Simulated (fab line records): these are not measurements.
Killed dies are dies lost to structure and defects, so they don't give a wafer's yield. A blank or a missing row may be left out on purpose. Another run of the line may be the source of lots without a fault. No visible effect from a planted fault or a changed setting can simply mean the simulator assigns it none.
fab line records -- flow sky130
[record] lots = 6, wafers = 18, lastDay = 50
route steps=708 shown LOCAL_INTERCONNECT@394 CONTACT@406 PAD_OPEN@708
lots with no fault: from the same line, run without faults
startH: start of the lot's first displayed wafer, in hours after the record's first day -- waitH: hours from the lot's prior step to this one -- " as in the row above -- L1.1+2: a single row standing in for several wafers -- - no value, or no start was given -- * or withheld: withheld -- < > ~ a bound
route shown NAME@n: names a module that has steps shown in the file, with the first one's number in the route -- usual: average and standard deviation across the fault-free wafers -- same: alike in all rows -- chamber/n: place in a boat -- sites: each site's reading -- _std_site: how widely they spread, as a standard deviation -- _edge_site: mean of outer sites minus mean of inner sites -- radiusMm: for every site, how far away it sits from the centre of the wafer -- mask NAME#n: copy n -- behind: tool/chamber where the wafer was last shaped -- hold: what put the lot on hold/how long, in hours/how the hold closed -- device: which transistor (n, p or np) failed to switch -- end of line: tests of these same wafers at the route's end -- for a step that has no rows: nothing shown but its recipe -- killed: dies that structure and defects cost at the first sort, which is not the same as the wafer's yield -- map: the dies of a wafer, with x for killed, . for not killed, _ for no die there
set.NAME: setting as actually run; set.NAME@STEP: the setting as run at that earlier step -- model.NAME: the simulator's own value behind a step, which no gauge read
lots at selected steps of the route; one table per step, one row per wafer
services: from which hour (startH, from the record's first day; less than 0 if before it) a tool's chamber was out of use, for how many hours, and why
[[steps]]
[step SKY_LOCAL_INTERCONNECT_SOFTBAKE_07]
[recipe] tempC = 100, timeS = 90, resist = KrF-thick
[step SKY_LOCAL_INTERCONNECT_EXPOSE_08]
[recipe] maskId = LI1M, na = 0.8, sourceShape = annular, sigmaInner = 0.55, sigmaOuter = 0.85, targetCdNm = 170, doseMj = 28
[step SKY_LOCAL_INTERCONNECT_PEB_09]
[recipe] pebTempC = withheld, pebTimeS = withheld, resist = KrF-thick
[step SKY_LOCAL_INTERCONNECT_DEVELOP_10]
[recipe] developTimeS = 60, resist = KrF-thick, devTempC = 21
[step SKY_LOCAL_INTERCONNECT_CD_MEAS_11]
[recipe] targetCdNm = 170
[usual] cdNm = 169.6/1.6
lot.wafer,tool,chamber,startH,waitH,cdNm
L839.1,cdSem-02,-,720.96,-,170.0
L839.2,cdSem-02,-,720.96,-,170.2
L839.5,cdSem-02,-,720.96,-,169.9
L840.3,cdSem-02,-,726.75,-,169.3
L840.4,cdSem-02,-,726.75,-,169.3
L840.5,cdSem-02,-,726.75,-,168.5
L847.3,cdSem-02,-,804.50,-,169.9
L847.4,cdSem-02,-,804.50,-,170.4
L847.5,cdSem-02,-,804.50,-,169.4
L849.1,cdSem-01,-,810.31,-,169.8
L849.2,cdSem-01,-,810.31,-,167.5
L849.6,cdSem-01,-,810.31,-,168.1
L850.1,cdSem-01,-,814.66,-,168.1
L850.3,cdSem-01,-,814.66,-,166.9
L850.6,cdSem-01,-,814.66,-,167.1
L858.1,cdSem-02,-,877.01,-,169.6
L858.3,cdSem-02,-,877.01,-,168.6
L858.5,cdSem-02,-,877.01,-,168.0
[step SKY_LOCAL_INTERCONNECT_OVL_MEAS_12]
[usual] LOCAL_INTERCONNECT_OVL = 1/6.7
lot.wafer,tool,chamber,startH,waitH,LOCAL_INTERCONNECT_OVL[nm]
L839.1,overlay-01,-,721.08,0.1,16
L839.2,overlay-01,-,721.08,0.1,7
L839.5,overlay-01,-,721.08,0.1,13
L840.3,overlay-01,-,726.84,0.1,7
L840.4,overlay-01,-,726.84,0.1,4
L840.5,overlay-01,-,726.84,0.1,5
L847.3,overlay-01,-,804.59,0.1,-2
L847.4,overlay-01,-,804.59,0.1,5
L847.5,overlay-01,-,804.59,0.1,-4
L849.1,overlay-02,-,810.43,0.1,-5
L849.2,overlay-02,-,810.43,0.1,-4
L849.6,overlay-02,-,810.43,0.1,-2
L850.1,overlay-02,-,814.78,0.1,13
L850.3,overlay-02,-,814.78,0.1,13
L850.6,overlay-02,-,814.78,0.1,9
L858.1,overlay-01,-,877.13,0.1,-2
L858.3,overlay-01,-,877.13,0.1,-2
L858.5,overlay-01,-,877.13,0.1,2
[step SKY_LOCAL_INTERCONNECT_ETCH_13]
[recipe] chemistry = N2/H2, target = BARC, ionEnergyEv = 200, biasW = 100, pressureMtorr = 30, n2FlowSccm = 100, h2FlowSccm = 200, icpW = 500, stopOn = SiO2, timeS = 45.9, targetDepthA = 600
[step SKY_LOCAL_INTERCONNECT_METAL_ETCH_14]
[recipe] targetDepthNm = 110, stopOn = PSG, chemistry = Cl2/BCl3, target = TiN, resistSidewallDeg = 88, pressureMtorr = 10, icpW = 900, biasW = 48.5, Cl2_flow_sccm = 60, bcl3FlowSccm = 30, timeS = 31.4
[usual] drypumpMotorCurrentA = 6.0/0.31, oesProductAu = 0.944/0.007, throttleValvePct = 21.899/0.0094
lot.wafer,tool,chamber,startH,waitH,drypumpMotorCurrentA,oesProductAu,rfHoursCounterH,throttleValvePct
L839.1,rieMetal-02,1,721.18,0.0,6.5,0.947,3,21.898
L839.2,rieMetal-02,0,721.18,0.0,6.0,0.943,1,21.903
L839.5,rieMetal-02,0,721.18,0.0,6.0,0.946,-,21.892
L840.3,rieMetal-02,0,726.95,0.0,6.0,0.957,-,21.892
L840.4,rieMetal-02,1,726.95,0.0,6.5,0.954,-,21.888
L840.5,rieMetal-02,1,726.95,0.0,6.5,0.958,-,21.906
L847.3,rieMetal-04,0,804.78,0.1,5.8,0.951,-,21.896
L847.4,rieMetal-04,0,804.78,0.1,5.8,0.947,-,21.893
L847.5,rieMetal-04,0,804.78,0.1,5.8,0.953,-,21.875
L849.1,rieMetal-04,0,810.59,0.1,5.8,0.942,14,21.905
L849.2,rieMetal-04,0,810.59,0.1,5.8,0.953,-,21.880
L849.6,rieMetal-04,0,810.59,0.1,5.8,0.951,-,21.897
L850.1,rieMetal-02,1,814.88,0.0,6.5,0.943,6,21.908
L850.3,rieMetal-02,0,814.88,0.0,6.0,0.948,-,21.897
L850.6,rieMetal-02,1,814.88,0.0,6.5,0.952,-,21.893
L858.1,rieMetal-01,1,877.23,0.0,6.0,0.952,2,21.884
L858.3,rieMetal-01,0,877.23,0.0,5.4,0.963,-,21.893
L858.5,rieMetal-01,1,877.23,0.0,6.0,0.950,-,21.908
[step SKY_LOCAL_INTERCONNECT_STRIP_15]
[recipe] chemistry = O2/N2, powerW = 1400, pressureMtorr = 1500, platenTempC = withheld, o2FlowSccm = 3000, n2FlowSccm = 300, overashFraction = 0.5
[usual] drypumpMotorCurrentA = 5.8/0.35, oesProductAu = 0.426/0.0046, stripTimeToEndpointS = 4.721/0.017
lot.wafer,tool,chamber,startH,waitH,drypumpMotorCurrentA,oesProductAu,rfHoursCounterH,stripTimeToEndpointS
L839.1,plasmaAsher-04,1,721.23,0.0,5.2,0.418,97,4.708
L839.2,plasmaAsher-04,0,721.23,0.0,5.9,0.429,97,4.723
L839.5,plasmaAsher-04,1,721.23,0.0,5.2,0.425,-,4.731
L840.3,plasmaAsher-02,0,727.01,0.1,6.5,0.422,-,4.694
L840.4,plasmaAsher-02,1,727.01,0.1,5.8,0.435,-,4.709
L840.5,plasmaAsher-02,0,727.01,0.1,6.5,0.425,-,4.717
L847.3,plasmaAsher-04,0,804.88,0.1,6.0,0.428,-,4.729
L847.4,plasmaAsher-04,1,804.88,0.1,5.2,0.425,-,4.706
L847.5,plasmaAsher-04,0,804.88,0.1,6.0,0.437,-,4.731
L849.1,plasmaAsher-03,1,810.70,0.1,5.7,0.427,102,4.719
L849.2,plasmaAsher-03,0,810.70,0.1,5.9,0.419,102,4.720
L849.6,plasmaAsher-03,1,810.70,0.1,5.6,0.433,-,4.702
L850.1,plasmaAsher-03,1,814.93,0.0,5.7,0.428,103,4.711
L850.3,plasmaAsher-03,1,814.93,0.0,5.7,0.425,-,4.727
L850.6,plasmaAsher-03,0,814.93,0.0,5.9,0.422,-,4.725
L858.1,plasmaAsher-02,0,877.28,0.0,6.5,0.425,79,4.717
L858.3,plasmaAsher-02,1,877.28,0.0,5.9,0.430,-,4.733
L858.5,plasmaAsher-02,1,877.28,0.0,5.8,0.422,-,4.708
[step SKY_LOCAL_INTERCONNECT_STRIP_16]
[recipe] chemistry = postEtchResidueRemover, timeS = 1200, tempC = 72.5
[step SKY_LOCAL_INTERCONNECT_CLEAN_17]
[recipe] chemistry = IPA, timeS = 180, tempC = 25
[step SKY_LOCAL_INTERCONNECT_CLEAN_18]
[recipe] chemistry = O3/DIW, dry = n2Spin
[step SKY_CONTACT_CVD_00]
[recipe] material = Si3N4, targetThkNm = 75, tempC = 400, timeS = withheld, rfW = 450
[usual] heaterPowerW = 713/110
lot.wafer,tool,chamber,startH,waitH,heaterPowerW,model.Si3N4_of_CONTACT_CVD_00.thkNm
L839.1,pecvd-04,1,721.82,0.0,647,75.41
L839.2,pecvd-04,2,721.82,0.0,682,75.14
L839.5,pecvd-04,0,721.82,0.0,646,77.19
L840.3,pecvd-02,2,727.58,0.0,615,75.98
L840.4,pecvd-02,0,727.58,0.0,667,73.92
L840.5,pecvd-02,2,727.58,0.0,624,75.99
L847.3,pecvd-04,1,805.46,0.0,659,75.01
L847.4,pecvd-04,0,805.46,0.0,729,67.7
L847.5,pecvd-04,2,805.46,0.0,681,75.89
L849.1,pecvd-04,2,811.33,0.0,753,75.22
L849.2,pecvd-04,0,811.33,0.0,658,66.9
L849.6,pecvd-04,2,811.33,0.0,740,75.92
L850.1,pecvd-02,2,815.55,0.0,595,73.87
L850.3,pecvd-02,0,815.55,0.0,614,74.13
L850.6,pecvd-02,2,815.55,0.0,587,75.86
L858.1,pecvd-01,2,877.88,0.0,897,73.76
L858.3,pecvd-01,0,877.88,0.0,794,73.71
L858.5,pecvd-01,1,877.88,0.0,567,74.51
[step SKY_CONTACT_THK_MEAS_01]
[recipe] reads = Si3N4_of_CONTACT_CVD_00
[usual] CONTACT_CVD_00_THK = 75.1/0.97
lot.wafer,tool,chamber,startH,waitH,CONTACT_CVD_00_THK[nm]
L839.1,filmMetro-02,-,721.85,-,75.4
L839.2,filmMetro-02,-,721.85,-,75.1
L839.5,filmMetro-02,-,721.85,-,77.2
L840.3,filmMetro-04,-,727.64,-,75.9
L840.4,filmMetro-04,-,727.64,-,73.9
L840.5,filmMetro-04,-,727.64,-,76.0
L847.3,filmMetro-02,-,805.51,-,75.0
L847.4,filmMetro-02,-,805.51,-,67.7
L847.5,filmMetro-02,-,805.51,-,75.9
L849.1,filmMetro-03,-,811.37,-,75.3
L849.2,filmMetro-03,-,811.37,-,66.9
L849.6,filmMetro-03,-,811.37,-,75.9
L850.1,filmMetro-04,-,815.59,-,73.8
L850.3,filmMetro-04,-,815.59,-,74.1
L850.6,filmMetro-04,-,815.59,-,75.9
L858.1,filmMetro-04,-,877.91,-,73.8
L858.3,filmMetro-04,-,877.91,-,73.7
L858.5,filmMetro-04,-,877.91,-,74.5
[step SKY_CONTACT_HDPCVD_02]
[recipe] material = SiO2, targetThkNm = 565, sigmaOpenFrac = 0.3, timeS = 94.2, tempC = 600, sih4FlowSccm = 60, pressureMtorr = 6
[step SKY_CONTACT_THK_MEAS_03]
[recipe] reads = SiO2_of_CONTACT_HDPCVD_02
[usual] CONTACT_HDPCVD_THK = 567/7.7
lot.wafer,tool,chamber,startH,waitH,CONTACT_HDPCVD_THK[nm]
L839.1,filmMetro-04,-,721.98,0.0,561
L839.2,filmMetro-04,-,721.98,0.0,575
L839.5,filmMetro-04,-,721.98,0.0,565
L840.3,filmMetro-02,-,727.76,0.1,566
L840.4,filmMetro-02,-,727.76,0.1,556
L840.5,filmMetro-02,-,727.76,0.1,566
L847.3,filmMetro-03,-,805.64,0.1,580
L847.4,filmMetro-03,-,805.64,0.1,576
L847.5,filmMetro-03,-,805.64,0.1,570
L849.1,filmMetro-02,-,811.49,0.0,576
L849.2,filmMetro-02,-,811.49,0.0,567
L849.6,filmMetro-02,-,811.49,0.0,583
L850.1,filmMetro-02,-,815.71,0.0,581
L850.3,filmMetro-02,-,815.71,0.0,578
L850.6,filmMetro-02,-,815.71,0.0,574
L858.1,filmMetro-03,-,878.04,0.0,568
L858.3,filmMetro-03,-,878.04,0.0,560
L858.5,filmMetro-03,-,878.04,0.0,572
[step SKY_CONTACT_CMP_04]
[recipe] material = SiO2, downForcePsi = 4, platenRpm = 60, padVelocityMS = 0.94248
[usual] motorCurrentA = 12.3/1.3, retainingRingPressureFrac = 1.000/0.0047
lot.wafer,tool,chamber,startH,waitH,motorCurrentA,retainingRingPressureFrac
L839.1,cmp-02,0,722.26,0.3,13.3,1.004
L839.2,cmp-02,3,722.26,0.3,11.2,1.000
L839.5,cmp-02,0,722.26,0.3,12.8,1.003
L840.3,cmp-02,1,727.85,0.1,14.7,1.001
L840.4,cmp-02,2,727.85,0.1,12.3,1.001
L840.5,cmp-02,1,727.85,0.1,14.6,1.002
L847.4,cmp-02,2,805.68,0.0,12.3,0.998
L847.3,cmp-02,1,805.68,0.0,13.6,1.000
L847.5,cmp-02,2,805.68,0.0,12.2,0.999
L849.2,cmp-01,0,811.60,0.1,13.2,1.000
L849.1,cmp-01,2,811.60,0.1,10.2,1.005
L849.6,cmp-01,3,811.60,0.1,11.4,0.998
L850.1,cmp-01,2,815.82,0.1,10.0,0.999
L850.3,cmp-01,3,815.82,0.1,12.1,0.997
L850.6,cmp-01,1,815.82,0.1,13.6,0.999
L858.1,cmp-01,3,878.15,0.1,11.6,1.003
L858.3,cmp-01,0,878.15,0.1,12.3,0.999
L858.5,cmp-01,2,878.15,0.1,9.7,0.999
[step SKY_CONTACT_BOW_MEAS_05]
[recipe] mode = bow
[usual] CONTACT_BOW = 80/6.7
lot.wafer,tool,chamber,startH,waitH,CONTACT_BOW[um]
L839.1,filmMetro-02,-,722.56,0.2,75
L839.2,filmMetro-02,-,722.56,0.2,83
L839.5,filmMetro-02,-,722.56,0.2,92
L840.3,filmMetro-04,-,728.14,0.2,77
L840.4,filmMetro-04,-,728.14,0.2,79
L840.5,filmMetro-04,-,728.14,0.2,83
L847.3,filmMetro-03,-,806.02,0.1,77
L847.4,filmMetro-03,-,806.02,0.1,75
L847.5,filmMetro-03,-,806.02,0.1,88
L849.1,filmMetro-04,-,811.85,0.1,89
L849.2,filmMetro-04,-,811.85,0.1,68
L849.6,filmMetro-04,-,811.85,0.1,84
L850.1,filmMetro-04,-,816.07,0.2,79
L850.3,filmMetro-04,-,816.07,0.2,92
L850.6,filmMetro-04,-,816.07,0.2,77
L858.1,filmMetro-04,-,878.40,0.2,79
L858.3,filmMetro-04,-,878.40,0.2,77
L858.5,filmMetro-04,-,878.40,0.2,78
[step SKY_CONTACT_DEHYDRATE_06]
[recipe] tempC = 200, timeS = 60
[step SKY_CONTACT_HMDS_07]
[recipe] primeTimeS = 60, primeTempC = 120
[step SKY_CONTACT_COAT_08]
[recipe] resist = BARC, tempC = withheld, timeS = withheld, spinRpm = 3000, resistThkNm = 60
[step SKY_CONTACT_COAT_09]
[recipe] resist = KrF-thick, spinRpm = 3000, resistThkNm = 450
[step SKY_CONTACT_SOFTBAKE_10]
[recipe] tempC = 100, timeS = 90, resist = KrF-thick
[step SKY_CONTACT_EXPOSE_11]
[recipe] maskId = CTM1, na = 0.8, sourceShape = annular, sigmaInner = 0.55, sigmaOuter = 0.85, targetCdNm = 170, doseMj = 38
[step SKY_CONTACT_PEB_12]
[recipe] pebTempC = withheld, pebTimeS = withheld, resist = KrF-thick
[step SKY_CONTACT_DEVELOP_13]
[recipe] developTimeS = 60, resist = KrF-thick, devTempC = 21
[step SKY_CONTACT_CD_MEAS_14]
[recipe] targetCdNm = 170
[usual] cdNm = 170.2/1.5
lot.wafer,tool,chamber,startH,waitH,cdNm
L839.1,cdSem-01,-,750.42,-,169.8
L839.2,cdSem-01,-,750.42,-,168.6
L839.5,cdSem-01,-,750.42,-,169.2
L840.3,cdSem-02,-,755.91,-,169.3
L840.4,cdSem-02,-,755.91,-,169.1
L840.5,cdSem-02,-,755.91,-,169.8
L847.3,cdSem-02,-,832.70,-,171.4
L847.4,cdSem-02,-,832.70,-,170.4
L847.5,cdSem-02,-,832.70,-,170.6
L849.1,cdSem-01,-,838.95,-,169.2
L849.2,cdSem-01,-,838.95,-,167.6
L849.6,cdSem-01,-,838.95,-,170.4
L850.1,cdSem-01,-,842.27,-,171.5
L850.3,cdSem-01,-,842.27,-,169.9
L850.6,cdSem-01,-,842.27,-,170.9
L858.1,cdSem-01,-,903.95,-,169.9
L858.3,cdSem-01,-,903.95,-,168.3
L858.5,cdSem-01,-,903.95,-,167.6
[step SKY_CONTACT_OVL_MEAS_15]
[usual] CONTACT_OVL = 0/5.8
lot.wafer,tool,chamber,startH,waitH,CONTACT_OVL[nm]
L839.1,overlay-02,-,750.54,0.1,0
L839.2,overlay-02,-,750.54,0.1,-3
L839.5,overlay-02,-,750.54,0.1,3
L840.3,overlay-01,-,756.00,0.1,-3
L840.4,overlay-01,-,756.00,0.1,-6
L840.5,overlay-01,-,756.00,0.1,-3
L847.3,overlay-02,-,832.79,0.1,-7
L847.4,overlay-02,-,832.79,0.1,-3
L847.5,overlay-02,-,832.79,0.1,-2
L849.1,overlay-01,-,839.07,0.1,4
L849.2,overlay-01,-,839.07,0.1,1
L849.6,overlay-01,-,839.07,0.1,2
L850.1,overlay-01,-,842.39,0.1,3
L850.3,overlay-01,-,842.39,0.1,6
L850.6,overlay-01,-,842.39,0.1,3
L858.1,overlay-02,-,904.07,0.1,-8
L858.3,overlay-02,-,904.07,0.1,-10
L858.5,overlay-02,-,904.07,0.1,-11
[step SKY_CONTACT_ETCH_16]
[recipe] chemistry = N2/H2, target = BARC, ionEnergyEv = 200, sourceW = 500, biasW = 100, pressureMtorr = 30, n2FlowSccm = 100, h2FlowSccm = 200, stopOn = SiO2, timeS = 45.9, targetDepthA = 600
[usual] drypumpMotorCurrentA = 5.8/0.36, h2FlowSccm = 200.1/0.56, oesProductAu = 0.855/0.0044, throttleValvePct = 13.224/0.0099
lot.wafer,tool,chamber,startH,waitH,drypumpMotorCurrentA,h2FlowSccm,oesProductAu,rfHoursCounterH,throttleValvePct
L839.1,rieDiel-04,3,750.57,0.0,5.8,200.0,0.853,17,13.214
L839.2,rieDiel-04,2,750.57,0.0,6.3,201.1,0.850,9,13.219
L839.5,rieDiel-04,1,750.57,0.0,5.2,200.1,0.852,-,13.196
L840.3,rieDiel-03,0,756.02,0.0,5.5,199.7,0.853,8,13.234
L840.4,rieDiel-03,3,756.02,0.0,5.2,201.1,0.856,11,13.214
L840.5,rieDiel-03,1,756.02,0.0,5.6,200.8,0.849,-,13.225
L847.3,rieDiel-02,1,832.82,0.0,6.2,199.8,0.855,12,13.217
L847.4,rieDiel-02,0,832.82,0.0,5.3,200.1,0.861,11,13.202
L847.5,rieDiel-02,0,832.82,0.0,5.3,200.7,0.854,-,13.208
L849.1,rieDiel-03,0,839.11,0.0,5.5,201.2,0.854,11,13.220
L849.2,rieDiel-03,2,839.11,0.0,6.2,200.4,0.854,8,13.212
L849.6,rieDiel-03,0,839.11,0.0,5.5,201.4,0.850,-,13.216
L850.1,rieDiel-02,1,842.42,0.0,6.2,200.8,0.859,12,13.214
L850.3,rieDiel-02,2,842.42,0.0,6.0,200.6,0.860,24,13.208
L850.6,rieDiel-02,2,842.42,0.0,6.0,200.9,0.855,-,13.226
L858.1,rieDiel-02,3,904.11,0.0,5.7,200.4,0.851,12,13.218
L858.3,rieDiel-02,0,904.11,0.0,5.3,199.8,0.847,13,13.242
L858.5,rieDiel-02,3,904.11,0.0,5.7,200.2,0.850,-,13.197
[step SKY_CONTACT_ETCH_17]
[recipe] target = SiO2, chemistry = C4F8/O2/Ar, stopOn = Si3N4, maskMaterial = KrF-thick, sourceW = 1500, biasW = 1200, pressureMtorr = 40, c4f8FlowSccm = withheld, O2_flow_sccm = 6, Ar_flow_sccm = 300, timeS = withheld, targetDepthA = 3400
[step SKY_CONTACT_ETCH_18]
[recipe] target = Si3N4, chemistry = CHF3/O2, stopOn = TiN, sourceW = 600, biasW = 200, pressureMtorr = 40, chf3FlowSccm = 50, O2_flow_sccm = 5, timeS = 39, targetDepthA = 750
[usual] drypumpMotorCurrentA = 5.8/0.36, oesProductAu = 0.855/0.0084, throttleValvePct = 8.793/0.0086
lot.wafer,tool,chamber,startH,waitH,drypumpMotorCurrentA,oesProductAu,rfHoursCounterH,throttleValvePct,model.etch.depthNm
L839.1,rieDiel-04,3,-,-,5.8,0.852,17,8.803,75.41
L839.2,rieDiel-04,2,-,-,6.3,0.844,9,8.787,75.14
L839.5,rieDiel-04,1,-,-,5.2,0.869,-,8.790,77.19
L840.3,rieDiel-03,0,-,-,5.5,0.862,8,8.802,75.98
L840.4,rieDiel-03,3,-,-,5.2,0.850,11,8.798,73.92
L840.5,rieDiel-03,1,-,-,5.6,0.862,-,8.797,75.99
L847.3,rieDiel-02,1,-,-,6.2,0.856,12,8.778,75.01
L847.4,rieDiel-02,0,-,-,5.3,0.805,11,8.795,67.7
L847.5,rieDiel-02,0,-,-,5.3,0.860,-,8.793,75.89
L849.1,rieDiel-03,0,-,-,5.5,0.855,11,8.783,75.22
L849.2,rieDiel-03,2,-,-,6.2,0.795,8,8.785,66.9
L849.6,rieDiel-03,0,-,-,5.5,0.856,-,8.794,75.92
L850.1,rieDiel-02,1,-,-,6.2,0.844,12,8.799,73.87
L850.3,rieDiel-02,2,-,-,6.0,0.845,24,8.788,74.13
L850.6,rieDiel-02,2,-,-,6.0,0.858,-,8.798,75.86
L858.1,rieDiel-02,3,-,-,5.6,0.836,12,8.788,73.76
L858.3,rieDiel-02,0,-,-,5.3,0.839,13,8.795,73.71
L858.5,rieDiel-02,3,-,-,5.7,0.854,-,8.786,74.51
[step SKY_CONTACT_STRIP_19]
[recipe] chemistry = O2/N2, powerW = 1400, pressureMtorr = 1500, platenTempC = withheld, o2FlowSccm = 3000, n2FlowSccm = 300, overashFraction = 0.5
[usual] drypumpMotorCurrentA = 5.7/0.34, oesProductAu = 0.381/0.0046, stripTimeToEndpointS = 3.61/0.03
lot.wafer,tool,chamber,startH,waitH,drypumpMotorCurrentA,oesProductAu,rfHoursCounterH,stripTimeToEndpointS
L839.1,plasmaAsher-04,1,750.70,-,5.2,0.379,1,3.55
L839.2,plasmaAsher-04,0,750.70,-,5.9,0.380,1,3.56
L839.5,plasmaAsher-04,0,750.70,-,5.9,0.385,-,3.54
L840.3,plasmaAsher-04,1,756.19,-,5.2,0.374,-,3.60
L840.4,plasmaAsher-04,0,756.19,-,5.9,0.379,-,3.59
L840.5,plasmaAsher-04,0,756.19,-,6.0,0.374,-,3.59
L847.3,plasmaAsher-01,1,832.98,-,5.3,0.374,-,3.61
L847.4,plasmaAsher-01,0,832.98,-,6.1,0.376,-,3.55
L847.5,plasmaAsher-01,0,832.98,-,6.1,0.374,-,3.55
L849.1,plasmaAsher-01,0,839.60,-,6.1,0.376,38,3.62
L849.2,plasmaAsher-01,1,839.60,-,5.3,0.379,38,3.59
L849.6,plasmaAsher-01,1,839.60,-,5.3,0.388,-,3.61
L850.1,plasmaAsher-03,0,842.56,-,5.9,0.379,106,3.62
L850.3,plasmaAsher-03,1,842.56,-,5.6,0.377,-,3.62
L850.6,plasmaAsher-03,0,842.56,-,6.0,0.388,-,3.61
L858.1,plasmaAsher-03,1,904.24,-,5.6,0.386,111,3.65
L858.3,plasmaAsher-03,1,904.24,-,5.6,0.375,-,3.60
L858.5,plasmaAsher-03,1,904.24,-,5.6,0.387,-,3.67
[step SKY_PAD_OPEN_PROBE_99]
[usual] killed_at_M0_to_M3 = 43/6.8, killed_at_M4_up = 3.0/1.8, killedAtContacts = 23/5.4, killedAtFrontEnd = 15/4.4, killedAtOther = 0.3/0.51, killedDies = 85/9.2, killedOpen = 47/6.8, killedShort = 39/6.8
[same] grossDies = 492, killedAtBackSide = 0
lot.wafer,tool,chamber,startH,waitH,killed_at_M0_to_M3,killed_at_M4_up,killedAtContacts,killedAtFrontEnd,killedAtOther,killedDies,killedOpen,killedShort
L847.3,prober-01,-,1147.17,0.2,43,1,22,25,0,91,48,43
L847.4,prober-01,-,1147.22,0.2,38,4,26,18,0,86,43,43
L847.5,prober-01,-,1147.27,0.2,46,1,24,13,0,84,46,38
L849.1,prober-02,-,1152.29,0.1,43,7,17,7,0,74,47,27
L849.2,prober-02,-,1152.34,0.1,38,4,27,17,0,86,44,42
L849.6,prober-02,-,1152.54,0.2,50,4,26,14,1,95,46,49
// killed by level:class
L847.3 VIA3:geometricParticle:open=10 CONTACT:geometricParticle:short=8 POLY_GATE:geometricParticle:open=7 POLY_GATE:geometricParticle:short=6 VIA2:geometricParticle:open=6 CONTACT:geometricParticle:open=6 METAL1:geometricParticle:short=5 VIA1:geometricParticle:open=5
L847.4 VIA1:geometricParticle:open=10 CONTACT:geometricParticle:open=8 POLY_GATE:geometricParticle:short=7 CONTACT:geometricParticle:short=7 LI_CONTACT:geometricParticle:open=7 POLY_GATE:geometricParticle:open=5 METAL1:geometricParticle:short=5 METAL2:geometricParticle:short=5
L847.5 LI_CONTACT:geometricParticle:open=10 VIA2:geometricParticle:open=10 VIA1:geometricParticle:open=8 METAL1:geometricParticle:short=7 CONTACT:geometricParticle:open=6 POLY_GATE:geometricParticle:short=5 METAL3:geometricParticle:short=5 LOCAL_INTERCONNECT:geometricParticle:short=4
L849.1 VIA1:geometricParticle:open=15 VIA3:geometricParticle:open=7 METAL2:geometricParticle:short=6 LI_CONTACT:geometricParticle:open=6 METAL4:geometricParticle:short=5 METAL2:geometricParticle:open=5 CONTACT:geometricParticle:short=4 FIELD_ISO:geometricParticle:open=3
L849.2 VIA1:geometricParticle:open=10 LI_CONTACT:geometricParticle:open=7 LI_CONTACT:geometricParticle:short=6 CONTACT:geometricParticle:open=6 VIA1:geometricParticle:short=6 POLY_GATE:geometricParticle:short=5 VIA3:geometricParticle:open=5 FIELD_ISO:geometricParticle:open=4
L849.6 VIA1:geometricParticle:open=11 METAL1:geometricParticle:short=9 VIA2:geometricParticle:open=8 CONTACT:geometricParticle:open=6 LI_CONTACT:geometricParticle:short=6 LOCAL_INTERCONNECT:geometricParticle:short=6 METAL2:geometricParticle:short=6 LI_CONTACT:geometricParticle:open=5
[[services]]
tool,chamber,startH,hours,kind
cmp-02,-,699.98,1.5,repair
plasmaAsher-04,-,706.14,14.7,repair
pecvd-04,-,717.76,1.6,repair
cmp-01,-,721.35,2.6,repair
rieMetal-04,1,733.09,10.6,repair
plasmaAsher-04,-,733.75,9.0,pm
cmp-02,-,744.39,4.0,pm
plasmaAsher-04,-,769.88,4.3,repair
rieDiel-03,3,772.54,88.9,repair
pecvd-02,0,776.83,11.1,repair
rieDiel-02,1,786.48,2.8,repair
cmp-01,-,786.86,0.5,repair
pecvd-02,2,790.19,17.4,repair
rieMetal-04,1,797.40,19.0,repair
rieDiel-03,-,799.09,0.5,repair
rieMetal-02,-,800.29,2.8,pm
rieDiel-03,0,802.10,3.3,repair
rieDiel-02,0,804.82,5.1,repair
rieDiel-02,2,810.96,9.2,repair
cmp-02,-,850.60,3.4,repair
plasmaAsher-03,-,856.88,14.6,pm
cmp-02,-,861.63,4.1,pm
cmp-01,-,867.69,3.2,pm
cmp-01,-,893.26,3.3,repair
[[key]]
[firstSign] step = SKY_CONTACT_THK_MEAS_01, reading = CONTACT_CVD_00_THK, direction = down, sigmas = 8.1, usual = 75.1, struck = 67.3
[effect] step = SKY_CONTACT_ETCH_18, reading = oesProductAu, direction = down, sigmas = 6.6, usual = 0.855, struck = 0.800
[modelEffect] step = SKY_CONTACT_CVD_00, value = Si3N4_of_CONTACT_CVD_00.thkNm, without = 75.08, struck = 67.3
[modelEffect] step = SKY_CONTACT_ETCH_18, value = etch.depthNm, without = 75.08, struck = 67.3
metAt SKY_CONTACT_CVD_00
struckWafers L847.4,L849.2
testerLeftOut L847,L849
onsetBetween 721.82 805.46
[fault] kind = processParameterDrift, tool = pecvd-04, chamber = 0, onsetH = 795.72, steps = SKY_CONTACT_CVD_00, channel = timeS, offset = withheld, shape = step, endH = 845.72, actsIn = *
// testerLeftOut: of these lots the tester's yield and bins aren't shown, on N5 and GAA mostly nor the transistor test; their killed dies are dies lost to structure and defects alone, not to doping, threshold or leakage, so they don't give the yield
